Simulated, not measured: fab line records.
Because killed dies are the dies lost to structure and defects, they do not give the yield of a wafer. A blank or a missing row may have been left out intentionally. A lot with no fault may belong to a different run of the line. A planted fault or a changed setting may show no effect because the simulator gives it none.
Chamber matching ; flow sky130 ; SKY_CONTACT_HDPCVD_02 on hdpcvd-01 has 3 sister chambers
The step deposits SiO2, target thk 565 nm, time 94.2 s. 3 wafers are shown with their chamber, then 7 later ones without.

WAFERS PAIRED WITH THEIR CHAMBERS
wafer;chamber;sih4-flow-sccm (sccm)
L453.3;1;59.92
L456.3;2;59.93
L456.5;0;59.98

WAFERS MISSING THEIR CHAMBER
wafer;sih4-flow-sccm (sccm)
L456.6;59.83
L459.1;59.94
L459.2;60.12
L459.5;59.97
L463.2;60.10
L463.4;59.77
L463.5;59.97

EACH ONE'S CHAMBER
wafer;from the rows above;in truth
L456.6;can't be placed: 1 or 2 or 0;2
L459.1;can't be placed: 2 or 1 or 0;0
L459.2;can't be placed: 0 or 2 or 1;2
L459.5;can't be placed: 0 or 2 or 1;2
L463.2;can't be placed: 0 or 2 or 1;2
L463.4;can't be placed: 1 or 2 or 0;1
L463.5;can't be placed: 0 or 2 or 1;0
Placed correctly: 0 of 7. From these rows, 7 cannot be placed; in 7 the true chamber is one of the candidates. Wrongly placed: 0.
How it was worked out, from the rows above alone: a wafer's distance from a chamber is the root of the sum, over the readings, of the square of ((its reading less the chamber's mean) divided by the reading's scatter). The wafer belongs to the nearest chamber; if the next one is less than 2 further off, it can't be placed. Each chamber's mean is taken over the wafers shown for it. The scatter: root of mean squared gap, hidden wafer to nearest shown wafer, with one shown wafer a chamber.
